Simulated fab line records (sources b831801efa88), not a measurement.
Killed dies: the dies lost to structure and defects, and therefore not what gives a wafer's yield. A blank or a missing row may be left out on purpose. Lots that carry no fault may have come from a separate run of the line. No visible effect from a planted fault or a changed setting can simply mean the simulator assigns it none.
What tool caused it? / flow sky130 / Sampling: 15 lots, 45 wafers, 6 of 708 route steps

== WHAT THE GAUGES SHOWED, per wafer ==
SKY_PWDE_TW_MEAS_10.
lot=L692; measured=day 4 05:52; on=film-metro-03; PWDE_TW=372.0 374.8 375.4
lot=L693; measured=day 4 12:28; on=film-metro-02; PWDE_TW=370.1 369.0 368.5
lot=L695; measured=day 4 22:13; on=film-metro-01; PWDE_TW=375.2 376.9 375.5
lot=L696; measured=day 5 01:47; on=film-metro-01; PWDE_TW=1135.2 1138.2 1130.1
lot=L697; measured=day 5 07:22; on=film-metro-03; PWDE_TW=1117.0 1113.5 1112.3
lot=L698; measured=day 5 16:52; on=film-metro-03; PWDE_TW=1122.7 1119.5 1124.0
lot=L700; measured=day 6 13:52; on=film-metro-02; PWDE_TW=371.6 372.1 371.8
lot=L703; measured=day 6 20:58; on=film-metro-01; PWDE_TW=370.6 372.6 374.9
lot=L706; measured=day 7 15:02; on=film-metro-03; PWDE_TW=373.3 375.3 373.5
lot=L707; measured=day 7 18:14; on=film-metro-02; PWDE_TW=370.5 371.4 370.4
lot=L710; measured=day 8 15:31; on=film-metro-03; PWDE_TW=372.9 372.2 371.2
lot=L711; measured=day 8 18:51; on=film-metro-03; PWDE_TW=372.7 372.8 374.6
lot=L712; measured=day 8 21:22; on=film-metro-03; PWDE_TW=371.1 374.1 371.9
lot=L713; measured=day 9 03:44; on=film-metro-03; PWDE_TW=372.8 373.5 373.7
lot=L714; measured=day 9 13:32; on=film-metro-02; PWDE_TW=372.3 371.2 369.4

SKY_NWELL_TW_MEAS_15.
lot=L692; measured=day 4 23:17; on=film-metro-02; NWELL_TW=1807 1793 1809
lot=L693; measured=day 5 05:59; on=film-metro-03; NWELL_TW=1825 1823 1825
lot=L695; measured=day 5 16:17; on=film-metro-03; NWELL_TW=1824 1819 1815
lot=L696; measured=day 5 20:23; on=film-metro-03; NWELL_TW=1938 1945 1938
lot=L697; measured=day 6 02:16; on=film-metro-02; NWELL_TW=1941 1940 1926
lot=L698; measured=day 6 12:41; on=film-metro-02; NWELL_TW=1928 1929 1923
lot=L700; measured=day 7 09:59; on=film-metro-01; NWELL_TW=1826 1831 1824
lot=L703; measured=day 7 17:38; on=film-metro-03; NWELL_TW=1824 1824 1824
lot=L706; measured=day 8 11:26; on=film-metro-01; NWELL_TW=1826 1834 1831
lot=L707; measured=day 8 14:52; on=film-metro-03; NWELL_TW=1812 1817 1809
lot=L710; measured=day 9 13:13; on=film-metro-01; NWELL_TW=1827 1819 1831
lot=L711; measured=day 9 17:09; on=film-metro-02; NWELL_TW=1807 1804 1802
lot=L712; measured=day 9 19:52; on=film-metro-01; NWELL_TW=1823 1824 1825
lot=L713; measured=day 10 02:28; on=film-metro-03; NWELL_TW=1834 1824 1821
lot=L714; measured=day 10 12:20; on=film-metro-01; NWELL_TW=1822 1812 1823

SKY_NWELL_TW_MEAS_26.
lot=L692; measured=day 5 17:13; on=film-metro-02; NWELL_2_TW=496.4 496.8 495.9
lot=L693; measured=day 6 00:08; on=film-metro-03; NWELL_2_TW=494.2 497.9 493.9
lot=L695; measured=day 6 11:26; on=film-metro-02; NWELL_2_TW=491.7 494.5 492.8
lot=L696; measured=day 6 15:20; on=film-metro-01; NWELL_2_TW=1147.1 1139.9 1142.3
lot=L697; measured=day 6 21:14; on=film-metro-02; NWELL_2_TW=1121.8 1128.6 1135.4
lot=L698; measured=day 7 08:41; on=film-metro-01; NWELL_2_TW=1153.5 1148.0 1149.5
lot=L700; measured=day 8 06:49; on=film-metro-01; NWELL_2_TW=499.5 498.9 499.3
lot=L703; measured=day 8 13:23; on=film-metro-01; NWELL_2_TW=494.8 497.3 497.5
lot=L706; measured=day 9 09:26; on=film-metro-01; NWELL_2_TW=500.1 500.1 496.5
lot=L707; measured=day 9 12:34; on=film-metro-03; NWELL_2_TW=495.6 493.4 492.7
lot=L710; measured=day 10 11:25; on=film-metro-01; NWELL_2_TW=496.6 496.4 495.2
lot=L711; measured=day 10 15:20; on=film-metro-02; NWELL_2_TW=496.8 495.2 496.4
lot=L712; measured=day 10 18:41; on=film-metro-03; NWELL_2_TW=498.1 498.2 495.4
lot=L713; measured=day 11 01:31; on=film-metro-01; NWELL_2_TW=491.6 494.1 491.5
lot=L714; measured=day 11 11:53; on=film-metro-01; NWELL_2_TW=496.6 491.9 493.7

SKY_POLY_GATE_CD_MEAS_13: target cd 150 nm.
lot=L692; measured=day 17 00:57; on=cd-sem-02; cd-nm (nm)=150.6 150.8 150.4
lot=L693; measured=day 17 08:22; on=cd-sem-01; cd-nm (nm)=150.8 151.3 150.1
lot=L695; measured=day 18 03:04; on=cd-sem-01; cd-nm (nm)=148.4 148.3 148.5
lot=L696; measured=day 18 15:16; on=cd-sem-02; cd-nm (nm)=149.3 149.4 149.8
lot=L697; measured=day 19 05:38; on=cd-sem-01; cd-nm (nm)=149.5 149.1 150.5
lot=L698; measured=day 19 15:00; on=cd-sem-01; cd-nm (nm)=150.7 151.5 151.7
lot=L700; measured=day 20 21:12; on=cd-sem-02; cd-nm (nm)=150.1 150.2 150.3
lot=L703; measured=day 21 05:59; on=cd-sem-02; cd-nm (nm)=150.5 149.3 150.5
lot=L706; measured=day 22 11:03; on=cd-sem-02; cd-nm (nm)=150.6 149.9 150.6
lot=L707; measured=day 22 12:22; on=cd-sem-01; cd-nm (nm)=149.2 148.4 149.6
lot=L710; measured=day 23 15:27; on=cd-sem-01; cd-nm (nm)=150.5 150.1 149.9
lot=L711; measured=day 24 16:50; on=cd-sem-01; cd-nm (nm)=149.7 150.1 150.3
lot=L712; measured=day 24 15:08; on=cd-sem-02; cd-nm (nm)=148.3 147.3 148.2
lot=L713; measured=day 24 18:00; on=cd-sem-02; cd-nm (nm)=148.3 149.0 150.5
lot=L714; measured=day 24 23:27; on=cd-sem-02; cd-nm (nm)=150.0 149.0 149.4

== WHICH TOOL RAN EACH LOT (tool, then ch and the chambers of the sampled wafers, then the start) ==
lot=L692; SKY_DNWELL_COAT_02=litho-track-04 ch 0, day 3 03:37; SKY_SONOS_ONO_ETCH_15=rie-diel-02 ch 0,2,3, day 13 05:53
lot=L693; SKY_DNWELL_COAT_02=litho-track-02 ch 0, day 3 10:18; SKY_SONOS_ONO_ETCH_15=rie-diel-04 ch 1,3, day 13 14:14
lot=L695; SKY_DNWELL_COAT_02=litho-track-04 ch 0, day 3 20:12; SKY_SONOS_ONO_ETCH_15=rie-diel-02 ch 1,2,3, day 14 05:03
lot=L696; SKY_DNWELL_COAT_02=litho-track-01, day 3 23:32; SKY_SONOS_ONO_ETCH_15=rie-diel-02 ch 1,2,3, day 14 13:54
lot=L697; SKY_DNWELL_COAT_02=litho-track-04, day 4 04:55; SKY_SONOS_ONO_ETCH_15=rie-diel-04 ch 0,2,3, day 14 19:09
lot=L698; SKY_DNWELL_COAT_02=litho-track-04, day 4 14:01; SKY_SONOS_ONO_ETCH_15=rie-diel-02 ch 0,1,2, day 15 14:57
lot=L700; SKY_DNWELL_COAT_02=litho-track-01 ch 0, day 5 08:26; SKY_SONOS_ONO_ETCH_15=rie-diel-04 ch 0,3, day 16 17:15
lot=L703; SKY_DNWELL_COAT_02=litho-track-01 ch 0, day 5 15:59; SKY_SONOS_ONO_ETCH_15=rie-diel-01 ch 0,2,3, day 17 00:23
lot=L706; SKY_DNWELL_COAT_02=litho-track-04 ch 0, day 6 09:49; SKY_SONOS_ONO_ETCH_15=rie-diel-02 ch 0,2,3, day 18 03:20
lot=L707; SKY_DNWELL_COAT_02=litho-track-02 ch 0, day 6 12:05; SKY_SONOS_ONO_ETCH_15=rie-diel-02 ch 1,2,3, day 18 07:39
lot=L710; SKY_DNWELL_COAT_02=litho-track-02 ch 0, day 7 08:32; SKY_SONOS_ONO_ETCH_15=rie-diel-02 ch 1,2,3, day 19 11:56
lot=L711; SKY_DNWELL_COAT_02=litho-track-04 ch 0, day 7 11:01; SKY_SONOS_ONO_ETCH_15=rie-diel-01 ch 2,3, day 20 11:14
lot=L712; SKY_DNWELL_COAT_02=litho-track-01 ch 0, day 7 13:44; SKY_SONOS_ONO_ETCH_15=rie-diel-01 ch 0,1, day 20 11:32
lot=L713; SKY_DNWELL_COAT_02=litho-track-01 ch 0, day 7 19:34; SKY_SONOS_ONO_ETCH_15=rie-diel-02 ch 0,1,2, day 20 11:29
lot=L714; SKY_DNWELL_COAT_02=litho-track-02 ch 0, day 8 05:00; SKY_SONOS_ONO_ETCH_15=rie-diel-04 ch 0,1,2, day 20 20:45
- SKY_DNWELL_COAT_02: resist thk 3000 nm.
- SKY_SONOS_ONO_ETCH_15: etches the open film in CHF3/O2, target depth 19.52 nm, time 7.8 s.

== WHAT THE TOOLS THEMSELVES READ (means of the sampled wafers that have a number; where no wafer has one, the mark that the record gives instead) ==
SKY_DNWELL_COAT_02.
lot=L692; tool=litho-track-04; chill-plate-temp-C (C)=22.92; dispense-pressure-kPa (kPa)=46
lot=L693; tool=litho-track-02; chill-plate-temp-C (C)=23.00; dispense-pressure-kPa (kPa)=42
lot=L695; tool=litho-track-04; chill-plate-temp-C (C)=23.09; dispense-pressure-kPa (kPa)=46
lot=L696; tool=litho-track-01; chill-plate-temp-C (C)=-; dispense-pressure-kPa (kPa)=-
lot=L697; tool=litho-track-04; chill-plate-temp-C (C)=-; dispense-pressure-kPa (kPa)=-
lot=L698; tool=litho-track-04; chill-plate-temp-C (C)=-; dispense-pressure-kPa (kPa)=-
lot=L700; tool=litho-track-01; chill-plate-temp-C (C)=22.99; dispense-pressure-kPa (kPa)=51
lot=L703; tool=litho-track-01; chill-plate-temp-C (C)=22.96; dispense-pressure-kPa (kPa)=51
lot=L706; tool=litho-track-04; chill-plate-temp-C (C)=22.88; dispense-pressure-kPa (kPa)=46
lot=L707; tool=litho-track-02; chill-plate-temp-C (C)=22.89; dispense-pressure-kPa (kPa)=43
lot=L710; tool=litho-track-02; chill-plate-temp-C (C)=23.03; dispense-pressure-kPa (kPa)=43
lot=L711; tool=litho-track-04; chill-plate-temp-C (C)=22.98; dispense-pressure-kPa (kPa)=46
lot=L712; tool=litho-track-01; chill-plate-temp-C (C)=22.88; dispense-pressure-kPa (kPa)=51
lot=L713; tool=litho-track-01; chill-plate-temp-C (C)=23.14; dispense-pressure-kPa (kPa)=51
lot=L714; tool=litho-track-02; chill-plate-temp-C (C)=23.02; dispense-pressure-kPa (kPa)=43

SKY_SONOS_ONO_ETCH_15.
lot=L692; tool=rie-diel-02; bias-w (W)=200.1; drypump-motor-current-A (A)=5.2; oes-product-au (a.u.)=1.017; throttle-valve-pct (%)=8.824
lot=L693; tool=rie-diel-04; bias-w (W)=200.2; drypump-motor-current-A (A)=5.9; oes-product-au (a.u.)=1.013; throttle-valve-pct (%)=8.834
lot=L695; tool=rie-diel-02; bias-w (W)=199.7; drypump-motor-current-A (A)=5.5; oes-product-au (a.u.)=1.003; throttle-valve-pct (%)=8.831
lot=L696; tool=rie-diel-02; bias-w (W)=199.6; drypump-motor-current-A (A)=5.5; oes-product-au (a.u.)=0.998; throttle-valve-pct (%)=8.827
lot=L697; tool=rie-diel-04; bias-w (W)=200.1; drypump-motor-current-A (A)=5.5; oes-product-au (a.u.)=0.995; throttle-valve-pct (%)=8.830
lot=L698; tool=rie-diel-02; bias-w (W)=199.8; drypump-motor-current-A (A)=5.4; oes-product-au (a.u.)=1.001; throttle-valve-pct (%)=8.824
lot=L700; tool=rie-diel-04; bias-w (W)=200.0; drypump-motor-current-A (A)=5.5; oes-product-au (a.u.)=1.004; throttle-valve-pct (%)=8.829
lot=L703; tool=rie-diel-01; bias-w (W)=200.0; drypump-motor-current-A (A)=5.7; oes-product-au (a.u.)=0.990; throttle-valve-pct (%)=8.821
lot=L706; tool=rie-diel-02; bias-w (W)=200.4; drypump-motor-current-A (A)=5.2; oes-product-au (a.u.)=0.999; throttle-valve-pct (%)=8.822
lot=L707; tool=rie-diel-02; bias-w (W)=199.7; drypump-motor-current-A (A)=5.5; oes-product-au (a.u.)=1.003; throttle-valve-pct (%)=8.835
lot=L710; tool=rie-diel-02; bias-w (W)=200.2; drypump-motor-current-A (A)=5.5; oes-product-au (a.u.)=1.001; throttle-valve-pct (%)=8.820
lot=L711; tool=rie-diel-01; bias-w (W)=200.0; drypump-motor-current-A (A)=5.5; oes-product-au (a.u.)=0.993; throttle-valve-pct (%)=8.824
lot=L712; tool=rie-diel-01; bias-w (W)=200.5; drypump-motor-current-A (A)=6.1; oes-product-au (a.u.)=1.005; throttle-valve-pct (%)=8.830
lot=L713; tool=rie-diel-02; bias-w (W)=200.5; drypump-motor-current-A (A)=5.4; oes-product-au (a.u.)=1.005; throttle-valve-pct (%)=8.828
lot=L714; tool=rie-diel-04; bias-w (W)=199.9; drypump-motor-current-A (A)=5.7; oes-product-au (a.u.)=1.008; throttle-valve-pct (%)=8.827

== THE ANSWER, worked out from the rows above alone ==
Rule: usual is defined by the lots themselves. The widest of any qualifying gaps counts: lots, ordered by their means at a reading, are off when they make up no more than a third of the lots, leave a main group of 4 or more, and stand apart from it by 3 or more times the standard deviation of that group's means. A main group whose means are all the same, to the digits that the tables above print for the reading, isn't used. Also off: a lot with no number at a reading for which 4 or more lots have one. The other lots that the step has rows for count as sound. First the gauges in route order, then the tools' own readings, where a lot's mean is used as printed above. At the first step where some lot is off, the reading lying furthest off is the one used; lots without a number count as furthest.
Off: L696, L697, L698, seen at SKY_PWDE_TW_MEAS_10 (PWDE_TW). Mean 372.6 and standard deviation 1.7 in the main group.
A tool fits if, at a process step before that reading, it ran every lot that is off, and no sound lot after the first of them. The gauges at SKY_PWDE_TW_MEAS_10 aren't tried: what is off there is off at SKY_DNWELL_COAT_02 too, on other tools, and a gauge's error can't cause that. No candidate that was tried fits.

== WHAT THE SIMULATOR HAD PUT IN ==
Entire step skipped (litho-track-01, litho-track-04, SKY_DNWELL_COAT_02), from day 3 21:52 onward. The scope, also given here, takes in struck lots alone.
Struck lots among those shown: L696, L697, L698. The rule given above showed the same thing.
